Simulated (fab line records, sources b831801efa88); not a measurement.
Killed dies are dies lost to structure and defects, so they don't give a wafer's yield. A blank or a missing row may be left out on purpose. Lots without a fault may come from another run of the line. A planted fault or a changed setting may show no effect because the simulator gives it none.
A struck lot beside a sound one | flow sky130 | 15 steps out of a route of 708
Sound: wafers L825.2, L825.4, L825.5. Struck: wafers L833.1, L833.4, L833.6. The cause comes at the end.
At each step with rows: each side's tool, then ch and its chambers, then its first start. Under that, the readings that differ: sound wafers | struck wafers | difference of the means | sigmas: that difference in standard deviations of wafers without a fault.
alike: readings whose means differ by less than 2 such deviations, and words and numbers that are the same on both sides. not compared: withheld readings, readings that some wafer has no value for, bounds like >300 that may hide the same value, and numbers for which the record gives no deviation and whose values overlap.
The two part at a step that has a row with sigmas, a row that says differs or no value, or rows on one side only. Numbers that don't overlap but have no deviation are shown without sigmas and don't part them. A reading that every wafer of one side lacks parts them only if that side has two wafers or more.

SKY_SONOS_ONO_THK_MEAS_05:
  sound on film_metro-04, day 11 23:50; struck on film_metro-04, day 14 06:08
  alike: SONOS_ONO_CVD_04_THK
then, 7 steps without rows for these wafers: SKY_SONOS_ONO_DEHYDRATE_06 (time 60 s); SKY_SONOS_ONO_HMDS_07 (prime time 60 s); SKY_SONOS_ONO_COAT_08 (resist thk 1140 nm); SKY_SONOS_ONO_SOFTBAKE_09 (time 60 s); SKY_SONOS_ONO_EXPOSE_10 (exposes mask ONOM, target cd 410 nm); SKY_SONOS_ONO_PEB_11; SKY_SONOS_ONO_DEVELOP_12 (develop time 60 s).
SKY_SONOS_ONO_CD_MEAS_13: target cd 410 nm.
  sound on cd_sem-02, day 13 00:13; struck on cd_sem-02, day 15 08:58
  alike: cd_nm
SKY_SONOS_ONO_OVL_MEAS_14:
  sound on overlay-02, day 13 00:19; struck on overlay-02, day 15 09:05
  alike: SONOS_ONO_OVL
SKY_SONOS_ONO_ETCH_15: etches the open film in CHF3/O2, target depth 19.52 nm, time 7.8 s.
  sound on rie_diel-02 ch 0,1,2, day 13 00:20; struck on rie_diel-02 ch 0,1,2, day 15 09:08
  alike: drypump_motor_current_A, oes_product_au, throttle_valve_pct
  not compared: rf_hours_counter_h
then, 1 step without rows for these wafers: SKY_SONOS_ONO_WET_ETCH_16 (etches SiO2 in dHF, target depth 14 nm, time 280 s).
SKY_SONOS_ONO_STRIP_17: strips in O2/N2.
  sound on plasma_asher-04 ch 0,1, day 13 00:27; struck on plasma_asher-04 ch 0,1, day 15 09:14
  reading                                        | sound             | struck            | difference                    | sigmas
  oes_product_au (a.u.)                          | 0.708 0.709 0.715 | 0.932 0.929 0.940 | +0.223                        | +53
  strip_time_to_endpoint_s (s)                   | 14.10 14.11 14.11 | - - -             | no value on the struck wafers |
  model.NOVOLAK_of_SONOS_ONO_COAT_08.thk_nm (nm) | 0 0 0             | 252 252.6 252.2   | +252                          |
  alike: drypump_motor_current_A
  not compared: rf_hours_counter_h
then, 1 step without rows for these wafers: SKY_SONOS_ONO_WET_ETCH_18 (etches Si3N4 in H3PO4, target depth 15 nm, time 172 s).
-- the record jumps here: 32 days lie between the struck wafers' starts before and after (it left off in module SONOS_ONO and takes up again in module PAD_OPEN, whose first step shown is number 708 of the route) --
SKY_PAD_OPEN_PROBE_99:
  sound on prober-02, day 46 01:23; struck on prober-01, day 47 21:09
  reading             | sound    | struck      | difference | sigmas
  killed_at_front_end | 16 20 23 | 407 434 414 | +399       | +93
  killed_dies         | 86 96 98 | 492 492 492 | +399       | +36
  killed_on_rim       | 16 21 19 | 96 96 96    | +77        | +21
  alike: killed_at_M0_to_M3, killed_at_M4_up, killed_at_contacts, killed_at_other, killed_open, killed_short

WHERE THEY PART
First at SKY_SONOS_ONO_STRIP_17; last, within this record, at SKY_PAD_OPEN_PROBE_99.

WHY: what the simulator had put in
Strip aborted: plasma_asher-04, from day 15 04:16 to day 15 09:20, at SKY_SONOS_ONO_STRIP_17. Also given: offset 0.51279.
